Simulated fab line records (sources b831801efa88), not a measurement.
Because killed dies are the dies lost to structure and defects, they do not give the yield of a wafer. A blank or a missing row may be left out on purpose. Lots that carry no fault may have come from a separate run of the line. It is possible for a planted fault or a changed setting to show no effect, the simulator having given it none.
8D (eight disciplines) problem report, filled in by code + flow sky130 + the parts of the form that need people (team, actions taken, sign-off) are left out

== 1. PROBLEM STATEMENT ==
Across 9 wafers from 3 lots, VT_ADJUST_HVTP_TW at SKY_VT_ADJUST_HVTP_TW_MEAS_11 averages 1536, while fault-free wafers read 1338 with a standard deviation of 6. That puts it +33 standard deviations away from the usual mean.
First seen on wafer L627.4, day 8 06:41, on film-metro-02. The record holds 45 wafers of 15 lots with a number at this step. Rule for "out", or "out of limits": more than 4 standard deviations from the usual mean. All remaining wafers that have a number are taken as sound.

== 2. WHAT THIS IS AND IS NOT ==
| question                    | is                           | is not                                                                                                   |
|-----------------------------|------------------------------|----------------------------------------------------------------------------------------------------------|
| which readings at this step | VT_ADJUST_HVTP_TW            | -                                                                                                        |
| which lots                  | L627, L628, L631             | L619, L620, L621, L622, L623, L635, L636, L637, L639, L640, L641, L642                                   |
| which wafers of those lots  | all that have a number       | -                                                                                                        |
| read on which gauges        | film-metro-01, film-metro-02 | film-metro-04                                                                                            |
| when                        | from day 8 06:41             | up to then (15 sound wafers); but 21 sound wafers of L635, L636, L637, L639, L640, L641, L642 came after |

== 3. WHAT RULES OUT EACH SUSPECT ==
Counting: a tool at a process step up to the reading stays a suspect if it ran every lot that is out and no sound lot after the first of them.
- the gauge at SKY_VT_ADJUST_HVTP_TW_MEAS_11 has been ruled out. The wafers that are out were read on 2 gauges (film-metro-01, film-metro-02).
- implanter-04 at SKY_VT_ADJUST_HVTP_IMPLANT_09: kept. It ran every lot that is out, first L627 (day 8 06:28), and no sound lot after that; its last sound lot up to then is L623 (day 7 11:46). Out on those wafers are its own readings of dose-ions-cm2, faraday-current-uA.
After counting, what remains is implanter-04 at SKY_VT_ADJUST_HVTP_IMPLANT_09.

== 4. THE CAUSE (what the simulator had put in) ==
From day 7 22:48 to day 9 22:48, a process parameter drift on implanter-04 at SKY_VT_ADJUST_HVTP_IMPLANT_09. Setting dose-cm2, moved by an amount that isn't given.
Counting left only this tool.

== 5. SEQUENCE OF EFFECTS, ordered by route ==
Rows list readings where the struck wafers' mean (over those with a number) sits beyond 3 standard deviations from the usual. Readings are gone through only where the record gives a usual standard deviation; hours: the median, over the lots, of the time from a lot's start at the first step in this table giving one to that lot's start at this step; sigmas: the change measured in usual standard deviations.
| hours | step                          | reading            | usual   | on struck wafers | change   | sigmas      |
|-------|-------------------------------|--------------------|---------|------------------|----------|-------------|
| 0     | SKY_VT_ADJUST_HVTP_IMPLANT_09 | dose-ions-cm2      | 4.3e+12 | 6.6e+12          | +2.3e+12 | +99 or more |
| 0     | SKY_VT_ADJUST_HVTP_IMPLANT_09 | faraday-current-uA | 24.2    | 37.4             | +13.2    | +28         |
| 0     | SKY_VT_ADJUST_HVTP_TW_MEAS_11 | VT_ADJUST_HVTP_TW  | 1338    | 1536             | +198     | +33         |
Process steps it contains:
- SKY_VT_ADJUST_HVTP_IMPLANT_09

== 6. WHAT WOULD HAVE CAUGHT IT SOONER ==
The first out-of-limits reading at a measuring or inspecting step in this record came at day 8 06:41, 8 hours after the fault's start at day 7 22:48.
The tool's own readings at SKY_VT_ADJUST_HVTP_IMPLANT_09 were out on every struck wafer that the step has a row for (dose-ions-cm2, faraday-current-uA): an alarm limit on them would have fired on the first of those.
Among the 3 lots that are out, L628, L631 began SKY_VT_ADJUST_HVTP_IMPLANT_09 on implanter-04 after day 8 06:41. A hold on the tool at that time would have spared those 2.
